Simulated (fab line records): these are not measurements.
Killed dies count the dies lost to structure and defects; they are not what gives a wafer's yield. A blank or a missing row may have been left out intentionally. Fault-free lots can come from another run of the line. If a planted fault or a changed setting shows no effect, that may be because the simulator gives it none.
The tool behind it: which one? / flow gf180mcu / 13 lots with 37 wafers sampled at 5 steps, on a route of 602 steps

== WHAT EACH GAUGE READ, for each wafer ==
GF_CONTACT_OVL_MEAS_15.
lot=L583; measured=day 16 04:58; on=overlay-01; CONTACT_OVL (nm)=0 0 -5
lot=L584; measured=day 16 16:48; on=overlay-02; CONTACT_OVL (nm)=0 1 3
lot=L585; measured=day 17 02:18; on=overlay-02; CONTACT_OVL (nm)=-6 -12 1
lot=L587; measured=day 17 15:03; on=overlay-02; CONTACT_OVL (nm)=2 4 1
lot=L588; measured=day 17 20:01; on=overlay-02; CONTACT_OVL (nm)=0 -1 -2
lot=L590; measured=day 18 14:08; on=overlay-01; CONTACT_OVL (nm)=6 -2 6
lot=L592; measured=day 19 08:39; on=overlay-02; CONTACT_OVL (nm)=-6 -10 -1
lot=L596; measured=day 21 03:48; on=overlay-01; CONTACT_OVL (nm)=-2 -8 -1
lot=L597; measured=day 21 23:31; on=overlay-02; CONTACT_OVL (nm)=3 3 5
lot=L600; measured=day 23 06:40; on=overlay-02; CONTACT_OVL (nm)=0 2
lot=L601; measured=day 23 22:07; on=overlay-01; CONTACT_OVL (nm)=-6 -2
lot=L602; measured=day 24 04:23; on=overlay-02; CONTACT_OVL (nm)=-2 -8 -1
lot=L604; measured=day 24 13:11; on=overlay-02; CONTACT_OVL (nm)=5 0 9

GF_M1_CD_MEAS_14: target cd 230 nm.
lot=L583; measured=day 17 04:32; on=cdSem-02; cdNm (nm)=230.2 230.1 229.8
lot=L584; measured=day 17 16:34; on=cdSem-02; cdNm (nm)=229.8 229.3 229.6
lot=L585; measured=day 18 02:31; on=cdSem-02; cdNm (nm)=228.3 228.3 228.1
lot=L587; measured=day 18 15:51; on=cdSem-02; cdNm (nm)=228.6 228.3 228.1
lot=L588; measured=day 18 20:25; on=cdSem-02; cdNm (nm)=227.8 228.0 227.6
lot=L590; measured=day 19 14:13; on=cdSem-02; cdNm (nm)=229.6 229.7 230.0
lot=L592; measured=day 20 09:46; on=cdSem-01; cdNm (nm)=228.6 229.5 228.1
lot=L596; measured=day 22 05:01; on=cdSem-02; cdNm (nm)=229.9 228.9 229.0
lot=L597; measured=day 23 00:03; on=cdSem-02; cdNm (nm)=230.4 230.8 229.8
lot=L600; measured=day 24 06:17; on=cdSem-02; cdNm (nm)=229.6 216.7 229.5 216.9
lot=L601; measured=day 24 21:52; on=cdSem-01; cdNm (nm)=216.6 229.3 216.3 229.2
lot=L602; measured=day 25 03:05; on=cdSem-01; cdNm (nm)=230.3 231.6 231.4
lot=L604; measured=day 25 11:47; on=cdSem-01; cdNm (nm)=229.5 229.2 229.1

== EACH LOT AND THE TOOL THAT RAN IT (in order: tool; ch and the chambers of the sampled wafers; start) ==
lot=L583; GF_CONTACT_CMP_04=cmp-02 ch 0,2,3, day 15 08:10; GF_CONTACT_ETCH_17=rieDiel-01 ch 0,1,3, day 16 17:44 or earlier; GF_M1_EXPOSE_11=krfScanner-01 ch 0, day 16 17:44
lot=L584; GF_CONTACT_CMP_04=cmp-01 ch 0,1,2, day 15 18:44; GF_CONTACT_ETCH_17=rieDiel-01 ch 0,1,3, day 17 05:26 or earlier; GF_M1_EXPOSE_11=krfScanner-01 ch 0, day 17 05:26
lot=L585; GF_CONTACT_CMP_04=cmp-01 ch 0,1, day 16 03:08; GF_CONTACT_ETCH_17=rieDiel-04 ch 0,1, day 17 14:37 or earlier; GF_M1_EXPOSE_11=krfScanner-01 ch 0, day 17 14:37
lot=L587; GF_CONTACT_CMP_04=cmp-01 ch 2,3, day 16 16:14; GF_CONTACT_ETCH_17=rieDiel-01 ch 0,1,2, day 18 04:23 or earlier; GF_M1_EXPOSE_11=krfScanner-01 ch 0, day 18 04:23
lot=L588; GF_CONTACT_CMP_04=cmp-01 ch 1,2, day 16 21:06; GF_CONTACT_ETCH_17=rieDiel-01 ch 1,2,3, day 18 09:29 or earlier; GF_M1_EXPOSE_11=krfScanner-01 ch 0, day 18 09:29
lot=L590; GF_CONTACT_CMP_04=cmp-01 ch 2,3, day 17 14:13; GF_CONTACT_ETCH_17=rieDiel-01 ch 0,2, day 19 02:47 or earlier; GF_M1_EXPOSE_11=krfScanner-02 ch 0, day 19 02:47
lot=L592; GF_CONTACT_CMP_04=cmp-02 ch 1,2,3, day 18 08:40; GF_CONTACT_ETCH_17=rieDiel-03 ch 0,1,2, day 19 21:44 or earlier; GF_M1_EXPOSE_11=krfScanner-01 ch 0, day 19 21:44
lot=L596; GF_CONTACT_CMP_04=cmp-01 ch 0,1, day 20 04:29; GF_CONTACT_ETCH_17=rieDiel-03 ch 1,2,3, day 21 17:05 or earlier; GF_M1_EXPOSE_11=krfScanner-01 ch 0, day 21 17:05
lot=L597; GF_CONTACT_CMP_04=cmp-01 ch 1,2,3, day 20 23:26; GF_CONTACT_ETCH_17=rieDiel-04 ch 1,3, day 22 12:56 or earlier; GF_M1_EXPOSE_11=krfScanner-02 ch 0, day 22 12:56
lot=L600; GF_CONTACT_CMP_04=cmp-01 ch 3, day 22 07:38; GF_CONTACT_ETCH_17=rieDiel-03 ch 1,3, day 23 19:06 or earlier; GF_M1_EXPOSE_11=krfScanner-01 ch 0, day 23 19:06
lot=L601; GF_CONTACT_CMP_04=cmp-01 ch 1,3, day 22 22:29; GF_CONTACT_ETCH_17=rieDiel-04 ch 0,1, day 24 10:50 or earlier; GF_M1_EXPOSE_11=krfScanner-01 ch 0, day 24 10:50
lot=L602; GF_CONTACT_CMP_04=cmp-01 ch 0,2,3, day 23 05:20; GF_CONTACT_ETCH_17=rieDiel-04 ch 0,2,3, day 24 17:01 or earlier; GF_M1_EXPOSE_11=krfScanner-02 ch 0, day 24 17:01
lot=L604; GF_CONTACT_CMP_04=cmp-01 ch 0,3, day 23 14:50; GF_CONTACT_ETCH_17=rieDiel-04 ch 1,2,3, day 25 01:11 or earlier; GF_M1_EXPOSE_11=krfScanner-02 ch 0, day 25 01:11
- GF_CONTACT_CMP_04: polishes SiO2.
- GF_CONTACT_ETCH_17: etches SiO2 in C4F8/O2/Ar, stops on CoSi2, target depth 860 nm.
- GF_M1_EXPOSE_11: exposes mask Metal1, target cd 230 nm.

== AS READ BY THE TOOLS THEMSELVES (means over the sampled wafers that have a number; for cases with no such wafer, the mark the record gives instead) ==
GF_CONTACT_CMP_04.
lot=L583; tool=cmp-02; motorCurrentA (A)=12.1; retainingRingPressureFrac=0.995; timeToEndpointS (s)=103
lot=L584; tool=cmp-01; motorCurrentA (A)=11.6; retainingRingPressureFrac=0.999; timeToEndpointS (s)=123
lot=L585; tool=cmp-01; motorCurrentA (A)=10.1; retainingRingPressureFrac=0.999; timeToEndpointS (s)=119
lot=L587; tool=cmp-01; motorCurrentA (A)=10.9; retainingRingPressureFrac=0.999; timeToEndpointS (s)=125
lot=L588; tool=cmp-01; motorCurrentA (A)=12.2; retainingRingPressureFrac=0.998; timeToEndpointS (s)=121
lot=L590; tool=cmp-01; motorCurrentA (A)=11.1; retainingRingPressureFrac=0.997; timeToEndpointS (s)=122
lot=L592; tool=cmp-02; motorCurrentA (A)=12.6; retainingRingPressureFrac=1.006; timeToEndpointS (s)=116
lot=L596; tool=cmp-01; motorCurrentA (A)=10.6; retainingRingPressureFrac=1.005; timeToEndpointS (s)=107
lot=L597; tool=cmp-01; motorCurrentA (A)=11.5; retainingRingPressureFrac=1.000; timeToEndpointS (s)=109
lot=L600; tool=cmp-01; motorCurrentA (A)=9.7; retainingRingPressureFrac=0.994; timeToEndpointS (s)=114
lot=L601; tool=cmp-01; motorCurrentA (A)=10.6; retainingRingPressureFrac=0.999; timeToEndpointS (s)=120
lot=L602; tool=cmp-01; motorCurrentA (A)=10.9; retainingRingPressureFrac=0.999; timeToEndpointS (s)=113
lot=L604; tool=cmp-01; motorCurrentA (A)=9.3; retainingRingPressureFrac=1.005; timeToEndpointS (s)=111

GF_CONTACT_ETCH_17.
lot=L583; tool=rieDiel-01; oesProductAu (a.u.)=0.813
lot=L584; tool=rieDiel-01; oesProductAu (a.u.)=0.817
lot=L585; tool=rieDiel-04; oesProductAu (a.u.)=0.813
lot=L587; tool=rieDiel-01; oesProductAu (a.u.)=0.815
lot=L588; tool=rieDiel-01; oesProductAu (a.u.)=0.816
lot=L590; tool=rieDiel-01; oesProductAu (a.u.)=0.812
lot=L592; tool=rieDiel-03; oesProductAu (a.u.)=0.808
lot=L596; tool=rieDiel-03; oesProductAu (a.u.)=0.809
lot=L597; tool=rieDiel-04; oesProductAu (a.u.)=0.814
lot=L600; tool=rieDiel-03; oesProductAu (a.u.)=0.817
lot=L601; tool=rieDiel-04; oesProductAu (a.u.)=0.815
lot=L602; tool=rieDiel-04; oesProductAu (a.u.)=0.818
lot=L604; tool=rieDiel-04; oesProductAu (a.u.)=0.807

== THE ANSWER, worked out from the rows above alone ==
Rule: usual is defined by the lots themselves. The widest of any qualifying gaps counts: lots, ordered by their means at a reading, are off when they make up no more than a third of the lots, leave a main group of 4 or more, and stand apart from it by 3 or more times the standard deviation of that group's means. A main group is skipped when, at the precision printed for the reading in the tables above, its means are all equal. A lot without any number at a reading at which 4 lots or more have one is off too. Where the step has rows for the other lots, those lots are counted as sound. The gauges are gone through in route order, then the tools' own readings, and for those a lot's mean is taken as printed above. The first step at which some lot is off is used, and at that step the reading that is off furthest; a lot without a number counts as furthest.
Off, at GF_M1_CD_MEAS_14 on cdNm: L600, L601. The main group has a mean of 229.3 nm with a standard deviation of 0.94.
If a tool, at a process step before that reading, ran all the lots that are off and no sound lot after the first of them, it fits. Those tools and the gauges at GF_M1_CD_MEAS_14 are tried in the same way. GF_CONTACT_ETCH_17 gives no start for some lots, so the hours and the order of its lots are those of GF_M1_EXPOSE_11. One candidate fits, namely krfScanner-01 at GF_M1_EXPOSE_11. Its last sound lot is L596 (day 21 17:05), its first lot that is off L600 (day 23 19:06): a fault that began between those two fits.

== WHAT HAD BEEN PUT IN BY THE SIMULATOR ==
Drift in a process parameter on krfScanner-01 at GF_M1_EXPOSE_11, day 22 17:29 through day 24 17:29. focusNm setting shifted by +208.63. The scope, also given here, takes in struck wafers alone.
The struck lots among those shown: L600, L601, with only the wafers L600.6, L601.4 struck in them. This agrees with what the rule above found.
